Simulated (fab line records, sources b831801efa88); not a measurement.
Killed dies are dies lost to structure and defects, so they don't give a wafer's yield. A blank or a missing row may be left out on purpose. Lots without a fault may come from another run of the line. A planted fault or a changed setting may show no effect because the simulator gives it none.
fab line records | flow sky130
record lots=24 wafers=72 last_day=50
route steps=708 shown FIELD_ISO@24 CONTACT@424 METAL1@439 CAP2M@606 METAL5@665 PAD_OPEN@702
lots that met no fault: from a run of the same line without faults
start_h: hours from the record's first day to the start of the lot's first wafer shown | wait_h: hours since the lot's step before | " the same as in the row above | L1.1+2: a row that stands for several wafers | - no value, or no start given | * or withheld: withheld | < > ~ a bound
route shown NAME@n: a module of which the file shows steps, and the number in the route of the first | usual: mean/standard deviation of fault-free wafers | same: alike in all rows | chamber/n: place in a boat | sites: the reading at each site | _std_site: their standard deviation | _edge_site: outer sites' mean less inner sites' | radius_mm: how far each site lies from the wafer's centre | mask NAME#n: copy n | behind: the tool/chamber that last shaped the wafer | hold: why the lot was held/for how many hours/how that ended | device: the transistor (n, p or np) that didn't switch | end of line: the same wafers' tests at the end of the route | a step without rows: its recipe alone | killed: dies lost to structure and defects at the first sort, not the wafer's yield | map: a wafer's dies, x killed, . not, _ none there
set.NAME: the setting as run; set.NAME@STEP: as run at that earlier step | model.NAME: the simulator's own value behind a step, which no gauge read
steps of the route over a sample of lots; a table a step, a row a wafer
services: from which hour (start_h, from the record's first day; less than 0 if before it) a tool's chamber was out of use, for how many hours, and why
## steps
# step SKY_FIELD_ISO_THK_MEAS_23
# recipe reads=SiO2_of_FIELD_ISO_OXIDATION_22
# usual FIELD_ISO_OXIDATION_01_THK=10.07/0.17
# columns lot.wafer tool chamber start_h wait_h FIELD_ISO_OXIDATION_01_THK[nm]
L074.1 film_metro-03 - 33.69 0.0 10.35
L074.5 " - " " 10.30
L074.6 " - " " 10.24
L075.1 film_metro-01 - 35.95 0.0 10.15
L075.3 " - " " 10.18
L075.6 " - " " 10.17
L076.3 film_metro-03 - 41.69 0.0 10.09
L076.4 " - " " 10.09
L076.5 " - " " 10.07
L077.1 film_metro-04 - 46.56 0.0 10.29
L077.2 " - " " 10.53
L077.5 " - " " 10.14
L078.1 film_metro-03 - 52.80 0.0 10.06
L078.3 " - " " 10.12
L078.4 " - " " 10.16
L079.3 film_metro-03 - 60.13 0.0 9.98
L079.5 " - " " 10.03
L079.6 " - " " 10.23
L080.2 film_metro-04 - 62.81 0.0 10.32
L080.3 " - " " 10.29
L080.5 " - " " 10.13
L081.1 film_metro-03 - 69.98 0.0 9.94
L081.4 " - " " 10.05
L081.6 " - " " 10.07
L082.2 film_metro-04 - 72.81 0.0 9.78
L082.3 " - " " 9.75
L082.5 " - " " 9.86
L083.2 film_metro-01 - 77.14 0.0 10.11
L083.3 " - " " 10.02
L083.6 " - " " 10.25
L084.2 film_metro-04 - 84.82 0.0 10.07
L084.3 " - " " 9.99
L084.5 " - " " 10.02
L085.2 film_metro-03 - 88.76 0.0 9.73
L085.3 " - " " 9.84
L085.5 " - " " 9.92
L086.2 film_metro-04 - 92.98 0.0 9.83
L086.3 " - " " 9.68
L086.4 " - " " 9.91
L087.1 film_metro-03 - 97.28 0.0 10.24
L087.2 " - " " 10.30
L087.5 " - " " 10.08
L088.3 film_metro-04 - 106.47 0.0 10.28
L088.4 " - " " 10.13
L088.5 " - " " 10.18
L089.1 film_metro-04 - 108.82 0.0 9.85
L089.2 " - " " 9.93
L089.3 " - " " 9.96
L091.2 film_metro-03 - 121.62 0.0 10.30
L091.3 " - " " 10.19
L091.4 " - " " 9.80
L090.4 film_metro-04 - 121.64 0.0 10.28
L090.5 " - " " 10.05
L090.6 " - " " 10.21
L093.2 film_metro-03 - 131.34 0.0 10.23
L093.5 " - " " 10.04
L093.6 " - " " 10.27
L092.3 film_metro-04 - 131.35 0.0 10.07
L092.4 " - " " 9.97
L092.5 " - " " 10.03
L094.3 film_metro-03 - 140.05 0.0 9.87
L094.4 " - " " 9.86
L094.6 " - " " 9.91
L095.1 film_metro-01 - 144.53 0.0 10.06
L095.4 " - " " 10.06
L095.5 " - " " 10.01
L096.2 film_metro-03 - 145.72 0.0 10.12
L096.4 " - " " 10.17
L096.5 " - " " 9.92
L097.3 film_metro-04 - 156.69 0.0 9.75
L097.5 " - " " 9.84
L097.6 " - " " 9.81
# step SKY_CONTACT_ETCH_18
# recipe target=Si3N4 chemistry=CHF3/O2 stop_on=TiN source_w=600 bias_w=200 pressure_mtorr=40 chf3_flow_sccm=50 O2_flow_sccm=5 time_s=39 target_depth_a=750
# usual O2_flow_sccm=5.000/0.015 drypump_motor_current_A=5.5/0.34 oes_product_au=0.853/0.0073 throttle_valve_pct=8.793/0.011
# columns lot.wafer tool chamber start_h wait_h O2_flow_sccm drypump_motor_current_A oes_product_au rf_hours_counter_h throttle_valve_pct
L075.1 rie_diel-02 3 - - 4.991 5.1 0.850 20 8.790
L075.3 " 0 " " 5.000 5.9 0.856 19 8.799
L075.6 " 0 " " 4.992 5.9 0.863 - 8.777
L074.1 rie_diel-04 3 - - 4.985 5.2 0.852 9 8.790
L074.5 " 1 " " 5.004 5.8 0.867 - 8.788
L074.6 " 0 " " 5.007 5.0 0.862 - 8.806
L076.3 rie_diel-03 1 - - 5.029 5.4 0.855 5 8.796
L076.4 " 0 " " 4.997 5.2 0.860 21 8.779
L076.5 " 0 " " 4.952 5.2 0.862 - 8.782
L077.1 rie_diel-03 1 - - 4.971 5.4 0.841 5 8.798
L077.2 " 0 " " 5.004 5.2 0.855 21 8.794
L077.5 " 0 " " 4.998 5.2 0.854 - 8.803
L078.1 rie_diel-04 2 - - 4.997 5.5 0.848 9 8.789
L078.3 " 0 " " 4.997 5.0 0.852 6 8.788
L078.4 " 3 " " 4.986 5.2 0.856 10 8.789
L079.3 rie_diel-04 1 - - 4.987 5.8 0.855 9 8.793
L079.5 " 2 " " 4.989 5.6 0.856 - 8.786
L079.6 " 3 " " 5.000 5.2 0.860 - 8.812
L080.2 rie_diel-03 2 - - 5.001 5.1 0.855 4 8.777
L080.3 " 1 " " 4.982 5.3 0.849 6 8.808
L080.5 " 2 " " 4.985 5.1 0.869 - 8.808
L082.2 rie_diel-03 2 - - 5.033 5.1 0.843 4 8.786
L082.3 " 3 " " 4.977 5.2 0.845 22 8.769
L082.5 " 1 " " 5.009 5.3 0.857 - 8.805
L081.1 rie_diel-04 1 - - 5.010 5.8 0.850 9 8.806
L081.4 " 2 " " 5.014 5.5 0.855 10 8.807
L081.6 " 0 " " 5.013 5.0 0.854 - 8.780
L083.2 rie_diel-02 2 - - 5.001 5.9 0.857 21 8.800
L083.3 " 1 " " 4.992 5.9 0.853 14 8.780
L083.6 " 2 " " 4.991 5.9 0.847 - 8.791
L084.2 rie_diel-02 2 - - 4.990 5.9 0.847 21 8.781
L084.3 " 1 " " 5.010 6.0 0.859 14 8.810
L084.5 " 2 " " 5.000 5.9 0.859 - 8.796
L085.2 rie_diel-02 1 - - 4.973 6.0 0.843 14 8.785
L085.3 " 2 " " 4.999 5.9 0.849 22 8.778
L085.5 " 2 " " 5.006 5.9 0.847 - 8.788
L087.1 rie_diel-04 2 - - 5.010 5.5 0.844 11 8.793
L087.2 " 1 " " 4.976 5.8 0.862 10 8.809
L087.5 " 1 " " 5.007 5.8 0.846 - 8.792
L086.2 rie_diel-03 0 - - 5.009 5.2 0.851 24 8.799
L086.3 " 2 " " 4.983 5.1 0.838 6 8.785
L086.4 " 1 " " 5.034 5.4 0.854 - 8.790
L088.3 rie_diel-02 2 - - 5.015 5.9 0.857 23 8.792
L088.4 " 0 " " 5.001 5.9 0.855 23 8.788
L088.5 " 2 " " 4.994 5.9 0.847 - 8.793
L089.1 rie_diel-04 2 - - 5.013 5.5 0.845 11 8.793
L089.2 " 0 " " 4.989 5.0 0.848 8 8.812
L089.3 " 1 " " 4.993 5.8 0.854 11 8.805
L091.2 rie_diel-04 3 - - 4.992 5.2 0.841 13 8.784
L091.3 " 1 " " 5.001 5.8 0.846 12 8.797
L091.4 " 0 " " 4.985 5.0 0.842 9 8.790
L090.4 rie_diel-04 3 - - 4.973 5.2 0.854 13 8.793
L090.5 " 2 " " 5.044 5.6 0.861 - 8.806
L090.6 " 1 " " 5.018 5.8 0.847 - 8.808
L093.2 rie_diel-02 1 - - 4.992 6.0 0.837 17 8.789
L093.5 " 2 " " 5.006 5.9 0.857 - 8.784
L093.6 " 1 " " 5.011 6.0 0.862 - 8.811
L094.3 rie_diel-04 0 - - 4.998 5.0 0.837 9 8.779
L094.4 " 1 " " 5.016 5.8 0.853 12 8.799
L094.6 " 0 " " 5.006 5.0 0.863 - 8.789
L092.3 rie_diel-02 2 - - 4.995 5.9 0.852 24 8.790
L092.4 " 1 " " 5.027 6.0 0.859 17 8.788
L092.5 " 0 " " 5.009 6.0 0.853 - 8.797
L095.1 rie_diel-04 3 - - 5.011 5.2 0.843 13 8.793
L095.4 " 1 " " 5.003 5.8 0.843 12 8.790
L095.5 " 3 " " 5.005 5.2 0.872 - 8.804
L096.2 rie_diel-03 3 - - 5.012 5.2 0.854 26 8.792
L096.4 " 1 " " 5.000 5.3 0.867 10 8.797
L096.5 " 3 " " 4.991 5.3 0.861 - 8.787
L097.3 rie_diel-04 1 - - 5.009 5.8 0.843 13 8.801
L097.5 " 1 " " 5.004 5.7 0.860 - 8.788
L097.6 " 2 " " 5.002 5.6 0.857 - 8.799
# step SKY_METAL1_RS_MEAS_05
# recipe thk_meas_gauge=four-point-probe reads=TiN_of_METAL1_SPUTTER_04+Ti_of_METAL1_SPUTTER_03+AlCu_of_METAL1_SPUTTER_02+TiN_of_METAL1_SPUTTER_01+Ti_of_METAL1_SPUTTER_00
# usual METAL1_ALCU_RS=0.1270/0.0013
# columns lot.wafer tool chamber start_h wait_h METAL1_ALCU_RS[ohm/sq]
L075.1 film_metro-04 - 739.77 0.0 0.1279
L075.3 " - " " 0.1292
L075.6 " - " " 0.1273
L074.1 film_metro-02 - 740.07 0.0 0.1281
L074.5 " - " " 0.1250
L074.6 " - " " 0.1280
L076.3 film_metro-02 - 750.54 0.1 0.1273
L076.4 " - " " 0.1278
L076.5 " - " " 0.1262
L077.1 film_metro-02 - 759.36 0.0 0.1243
L077.2 " - " " 0.1253
L077.5 " - " " 0.1236
L078.1 film_metro-04 - 769.68 0.0 0.1267
L078.3 " - " " 0.1253
L078.4 " - " " 0.1273
L079.3 film_metro-04 - 774.67 0.1 0.1296
L079.5 " - " " 0.1292
L079.6 " - " " 0.1278
L080.2 film_metro-02 - 784.80 0.0 0.1283
L080.3 " - " " 0.1286
L080.5 " - " " 0.1280
L082.2 film_metro-01 - 792.55 0.0 0.1282
L082.3 " - " " 0.1265
L082.5 " - " " 0.1264
L081.1 film_metro-04 - 796.28 0.0 0.1278
L081.4 " - " " 0.1281
L081.6 " - " " 0.1269
L083.2 film_metro-02 - 807.00 0.0 0.1289
L083.3 " - " " 0.1288
L083.6 " - " " 0.1281
L084.2 film_metro-01 - 815.36 0.0 0.1284
L084.3 " - " " 0.1254
L084.5 " - " " 0.1268
L085.2 film_metro-04 - 823.92 0.0 0.1257
L085.3 " - " " 0.1269
L085.5 " - " " 0.1268
L087.1 film_metro-04 - 831.64 0.0 0.1262
L087.2 " - " " 0.1251
L087.5 " - " " 0.1257
L086.2 film_metro-02 - 843.81 0.0 0.1271
L086.3 " - " " 0.1268
L086.4 " - " " 0.1270
L088.3 film_metro-02 - 846.87 0.1 0.1279
L088.4 " - " " 0.1275
L088.5 " - " " 0.1268
L089.1 film_metro-01 - 853.36 0.0 0.1252
L089.2 " - " " 0.1256
L089.3 " - " " 0.1252
L091.2 film_metro-02 - 880.52 0.0 0.1278
L091.3 " - " " 0.1291
L091.4 " - " " 0.1295
L090.4 film_metro-04 - 883.09 0.1 0.1265
L090.5 " - " " 0.1254
L090.6 " - " " 0.1269
L093.2 film_metro-04 - 887.54 0.0 0.1273
L093.5 " - " " 0.1260
L093.6 " - " " 0.1273
L094.3 film_metro-04 - 893.02 0.1 0.1264
L094.4 " - " " 0.1264
L094.6 " - " " 0.1248
L092.3 film_metro-01 - 895.50 0.1 0.1286
L092.4 " - " " 0.1273
L092.5 " - " " 0.1270
L095.1 film_metro-02 - 899.34 0.0 0.1263
L095.4 " - " " 0.1266
L095.5 " - " " 0.1275
L096.2 film_metro-04 - 906.33 0.0 0.1262
L096.4 " - " " 0.1275
L096.5 " - " " 0.1265
L097.3 film_metro-01 - 914.76 0.1 0.1286
L097.5 " - " " 0.1281
L097.6 " - " " 0.1288
# step SKY_CAP2M_RS_MEAS_03
# recipe thk_meas_gauge=four-point-probe reads=TiN_of_CAP2M_SPUTTER_02
# usual CAP2M_TIN_RS=6.90/0.083
# columns lot.wafer tool chamber start_h wait_h CAP2M_TIN_RS[ohm/sq]
L075.1 film_metro-03 - 933.19 0.1 6.91
L075.3 " - " " 6.88
L075.6 " - " " 6.91
L074.1 film_metro-02 - 933.29 0.1 6.99
L074.5 " - " " 7.02
L074.6 " - " " 7.05
L076.3 film_metro-03 - 940.24 0.1 6.93
L076.4 " - " " 6.80
L076.5 " - " " 6.91
L077.1 film_metro-03 - 948.83 0.1 7.01
L077.2 " - " " 6.81
L077.5 " - " " 6.95
L078.1 film_metro-02 - 960.00 0.1 6.81
L078.3 " - " " 6.95
L078.4 " - " " 6.90
L079.3 film_metro-04 - 963.08 0.1 6.90
L079.5 " - " " 6.93
L079.6 " - " " 6.76
L080.2 film_metro-04 - 971.62 0.1 6.91
L080.3 " - " " 6.95
L080.5 " - " " 6.93
L082.2 film_metro-03 - 980.57 0.1 6.95
L082.3 " - " " 7.00
L082.5 " - " " 6.98
L081.1 film_metro-04 - 982.96 0.1 6.91
L081.4 " - " " 6.97
L081.6 " - " " 6.88
L083.2 film_metro-02 - 993.27 0.1 6.89
L083.3 " - " " 6.78
L083.6 " - " " 6.97
L084.2 film_metro-04 - 1001.53 0.1 6.93
L084.3 " - " " 6.97
L084.5 " - " " 6.95
L085.2 film_metro-04 - 1009.08 0.1 6.89
L085.3 " - " " 6.83
L085.5 " - " " 6.78
L087.1 film_metro-02 - 1014.30 0.1 6.83
L087.2 " - " " 7.02
L087.5 " - " " 6.89
L086.2 film_metro-02 - 1025.26 0.1 6.75
L086.3 " - " " 6.80
L086.4 " - " " 6.87
L088.3 film_metro-03 - 1029.62 0.1 7.00
L088.4 " - " " 6.95
L088.5 " - " " 6.97
L089.1 film_metro-04 - 1035.27 0.1 6.89
L089.2 " - " " 6.90
L089.3 " - " " 6.80
L091.2 film_metro-03 - 1059.42 0.1 6.98
L091.3 " - " " 6.91
L091.4 " - " " 6.88
L090.4 film_metro-03 - 1060.22 0.1 6.92
L090.5 " - " " 6.92
L090.6 " - " " 6.74
L093.2 film_metro-03 - 1062.97 0.1 6.95
L093.5 " - " " 6.92
L093.6 " - " " 6.97
L094.3 film_metro-02 - 1066.98 0.1 6.86
L094.4 " - " " 6.87
L094.6 " - " " 6.96
L092.3 film_metro-04 - 1068.84 0.1 6.88
L092.4 " - " " 6.93
L092.5 " - " " 6.90
L095.1 film_metro-04 - 1071.51 0.1 7.05
L095.4 " - " " 7.00
L095.5 " - " " 7.01
L096.2 film_metro-04 - 1081.02 0.1 6.75
L096.4 " - " " 6.76
L096.5 " - " " 6.71
L097.3 film_metro-04 - 1086.46 0.1 6.85
L097.5 " - " " 6.87
L097.6 " - " " 6.87
# step SKY_METAL5_SPUTTER_04
# recipe material=TiN target_thk_nm=70 power_w=6500 time_s=58.3 chamber_pressure_pa=0.4
# usual chamber_pressure_pa=0.4000/0.00082 throttle_valve_pct=30.0/0.68
# columns lot.wafer tool chamber start_h wait_h chamber_pressure_pa throttle_valve_pct
L075.1 pvd_sputter-03 - 1009.42 0.0 0.3995 30.6
L075.3 " - " " 0.4011 30.6
L075.6 " - " " 0.3994 30.4
L074.1 pvd_sputter-04 - 1009.48 0.0 0.3999 31.0
L074.5 " - " " 0.4005 29.1
L074.6 " - " " 0.3988 29.5
L076.3 pvd_sputter-03 - 1014.32 0.0 0.3993 30.5
L076.4 " - " " 0.4005 29.7
L076.5 " - " " 0.3999 30.7
L077.1 pvd_sputter-03 - 1023.34 0.0 0.4004 29.7
L077.2 " - " " 0.3994 30.5
L077.5 " - " " 0.3996 30.5
L078.1 pvd_sputter-01 - 1034.73 0.0 0.3993 29.9
L078.3 " - " " 0.4001 29.7
L078.4 " - " " 0.4008 30.6
L079.3 pvd_sputter-01 - 1036.27 0.0 0.3999 30.0
L079.5 " - " " 0.4000 29.8
L079.6 " - " " 0.4000 30.9
L080.2 pvd_sputter-04 - 1043.99 0.0 0.4006 31.2
L080.3 " - " " 0.4003 29.4
L080.5 " - " " 0.4002 28.8
L082.2 pvd_sputter-04 - 1052.12 0.0 0.3990 31.1
L082.3 " - " " 0.4003 28.9
L082.5 " - " " 0.4013 29.7
L081.1 pvd_sputter-01 - 1054.67 0.0 0.3997 30.0
L081.4 " - " " 0.3998 30.9
L081.6 " - " " 0.4008 30.0
L083.2 pvd_sputter-01 - 1063.83 0.0 0.4005 29.8
L083.3 " - " " 0.4005 29.7
L083.6 " - " " 0.4016 30.3
L084.2 pvd_sputter-01 - 1070.74 0.0 0.3986 29.8
L084.3 " - " " 0.3998 31.0
L084.5 " - " " 0.3994 30.9
L085.2 pvd_sputter-04 - 1078.43 0.0 0.4009 29.0
L085.3 " - " " 0.3992 29.9
L085.5 " - " " 0.3996 31.5
L087.1 pvd_sputter-01 - 1084.97 0.0 0.3997 30.4
L087.2 " - " " 0.3993 29.7
L087.5 " - " " 0.3990 29.7
L086.2 pvd_sputter-04 - 1094.10 0.0 0.3998 31.6
L086.3 " - " " 0.4007 29.0
L086.4 " - " " 0.4008 29.4
L088.3 pvd_sputter-04 - 1097.08 0.0 0.3990 29.4
L088.4 " - " " 0.4001 31.4
L088.5 " - " " 0.3995 31.4
L089.1 pvd_sputter-04 - 1103.16 0.0 0.4016 29.3
L089.2 " - " " 0.4007 29.1
L089.3 " - " " 0.3999 29.8
L091.2 pvd_sputter-01 - 1124.50 0.0 0.3992 30.2
L091.3 " - " " 0.4007 30.2
L091.4 " - " " 0.3997 30.9
L090.4 pvd_sputter-01 - 1125.26 0.0 0.3992 30.9
L090.5 " - " " 0.3994 29.7
L090.6 " - " " 0.4011 30.1
L093.2 pvd_sputter-03 - 1128.66 0.0 0.3991 29.9
L093.5 " - " " 0.3997 29.6
L093.6 " - " " 0.3994 29.9
L094.3 pvd_sputter-03 - 1130.97 0.0 0.3994 29.7
L094.4 " - " " 0.3990 29.4
L094.6 " - " " 0.3991 29.8
L092.3 pvd_sputter-03 - 1132.47 0.0 0.3985 29.6
L092.4 " - " " 0.3994 29.7
L092.5 " - " " 0.4006 30.5
L095.1 pvd_sputter-04 - 1133.95 0.0 0.4008 29.0
L095.4 " - " " 0.3999 31.0
L095.5 " - " " 0.4013 29.1
L096.2 pvd_sputter-04 - 1143.22 0.0 0.4002 29.0
L096.4 " - " " 0.4003 29.8
L096.5 " - " " 0.4007 31.1
L097.3 pvd_sputter-04 - 1147.50 0.0 0.4007 29.2
L097.5 " - " " 0.4015 29.1
L097.6 " - " " 0.4004 29.5
# step SKY_PAD_OPEN_STRIP_08
# recipe chemistry=O2/N2 power_w=1400 pressure_mtorr=1500 platen_temp_c=withheld overash_fraction=0.7 o2_flow_sccm=3000 n2_flow_sccm=300
# usual drypump_motor_current_A=5.51/0.21 oes_product_au=0.663/0.0046
# columns lot.wafer tool chamber start_h wait_h drypump_motor_current_A oes_product_au rf_hours_counter_h
L074.1 plasma_asher-04 0 1076.55 0.1 5.69 0.660 33
L074.5 " 0 " " 5.70 0.660 -
L074.6 " 1 " " 5.38 0.664 -
L075.1 plasma_asher-01 1 1076.90 0.1 5.21 0.665 66
L075.3 " 0 " " 5.49 0.666 -
L075.6 " 1 " " 5.23 0.664 -
L076.3 plasma_asher-01 0 1081.73 0.1 5.44 0.652 -
L076.4 " 1 " " 5.23 0.663 -
L076.5 " 0 " " 5.43 0.663 -
L077.1 plasma_asher-01 0 1088.66 0.1 5.48 0.661 67
L077.2 " 1 " " 5.25 0.662 67
L077.5 " 0 " " 5.47 0.663 -
L078.1 plasma_asher-03 0 1100.34 0.1 5.44 0.662 3
L078.3 " 0 " " 5.42 0.666 -
L078.4 " 1 " " 5.94 0.657 -
L079.3 plasma_asher-03 1 1100.80 0.1 5.97 0.658 -
L079.5 " 1 " " 5.96 0.663 -
L079.6 " 0 " " 5.43 0.666 -
L080.2 plasma_asher-04 1 1107.59 0.1 5.44 0.659 36
L080.3 " 0 " " 5.71 0.657 -
L080.5 " 1 " " 5.39 0.670 -
L082.2 plasma_asher-04 0 1115.05 0.1 5.71 0.663 37
L082.3 " 0 " " 5.68 0.663 -
L082.5 " 0 " " 5.70 0.665 -
L081.1 plasma_asher-04 0 1117.30 0.1 5.69 0.664 37
L081.4 " 1 " " 5.37 0.670 -
L081.6 " 0 " " 5.68 0.669 -
L083.2 plasma_asher-04 0 1126.69 0.1 5.68 0.668 38
L083.3 " 0 " " 5.67 0.662 -
L083.6 " 0 " " 5.68 0.664 -
L084.2 plasma_asher-04 0 1131.54 0.1 5.71 0.660 39
L084.3 " 1 " " 5.38 0.662 -
L084.5 " 0 " " 5.69 0.668 -
L085.2 plasma_asher-03 1 1138.31 0.1 5.95 0.659 7
L085.3 " 1 " " 5.95 0.669 -
L085.5 " 1 " " 5.94 0.666 -
L087.1 plasma_asher-01 1 1144.74 0.1 5.27 0.663 71
L087.2 " 0 " " 5.46 0.665 71
L087.5 " 1 " " 5.22 0.671 -
L086.2 plasma_asher-04 1 1152.34 0.1 5.39 0.657 41
L086.3 " 1 " " 5.41 0.661 -
L086.4 " 0 " " 5.67 0.666 -
L088.3 plasma_asher-04 0 1154.80 0.1 5.69 0.660 -
L088.4 " 1 " " 5.38 0.664 -
L088.5 " 1 " " 5.38 0.656 -
L089.1 plasma_asher-03 1 1159.91 0.1 5.95 0.665 9
L089.2 " 0 " " 5.44 0.667 9
L089.3 " 1 " " 5.95 0.664 -
L091.2 plasma_asher-04 0 1178.16 0.1 5.69 0.665 44
L091.3 " 0 " " 5.69 0.656 -
L091.4 " 1 " " 5.33 0.662 -
L090.4 plasma_asher-04 1 1179.09 0.1 5.40 0.660 -
L090.5 " 0 " " 5.71 0.670 -
L090.6 " 1 " " 5.41 0.657 -
L093.2 plasma_asher-03 0 1181.95 0.1 5.44 0.656 11
L093.5 " 1 " " 5.95 0.666 -
L093.6 " 0 " " 5.44 0.662 -
L094.3 plasma_asher-01 0 1183.65 0.1 5.48 0.664 -
L094.4 " 1 " " 5.26 0.662 -
L094.6 " 0 " " 5.46 0.666 -
L092.3 plasma_asher-01 1 1185.72 0.1 5.25 0.669 -
L092.4 " 0 " " 5.47 0.665 -
L092.5 " 0 " " 5.47 0.663 -
L095.1 plasma_asher-01 1 1187.26 0.1 5.23 0.671 75
L095.4 " 0 " " 5.47 0.665 -
L095.5 " 0 " " 5.48 0.669 -
L096.2 plasma_asher-04 1 1194.86 0.1 5.39 0.662 45
L096.4 " 0 " " 5.70 0.665 -
L096.5 " 0 " " 5.70 0.669 -
L097.3 plasma_asher-01 0 1197.85 0.1 5.48 0.651 -
L097.5 " 0 " " 5.47 0.661 -
L097.6 " 1 " " 5.22 0.661 -
## services
# columns tool chamber start_h hours kind
pvd_sputter-01 - 720.75 5.1 repair
plasma_asher-04 - 733.75 9.0 pm
rie_diel-04 - 738.99 0.9 repair
plasma_asher-04 - 755.20 0.5 repair
rie_diel-04 2 821.85 2.5 repair
plasma_asher-04 - 823.87 14.6 pm
plasma_asher-01 - 854.19 14.6 pm
pvd_sputter-01 - 887.25 4.3 repair
rie_diel-04 - 922.30 14.4 repair
pvd_sputter-04 - 980.05 17.3 repair
rie_diel-04 2 982.93 2.6 repair
rie_diel-04 3 987.61 2.7 repair
rie_diel-04 1 1013.81 3.6 repair
rie_diel-04 - 1032.92 38.4 repair
plasma_asher-01 - 1058.63 2.8 pm
pvd_sputter-01 - 1086.06 1.0 repair
pvd_sputter-04 - 1086.86 5.1 repair
pvd_sputter-01 - 1090.18 15.6 repair
plasma_asher-01 - 1108.66 0.7 repair
plasma_asher-01 - 1111.93 3.3 repair
pvd_sputter-04 - 1118.34 0.7 repair
plasma_asher-01 - 1136.44 8.2 repair
pvd_sputter-01 - 1160.76 2.3 repair
rie_diel-04 0 1190.98 9.3 repair
## key
fault none
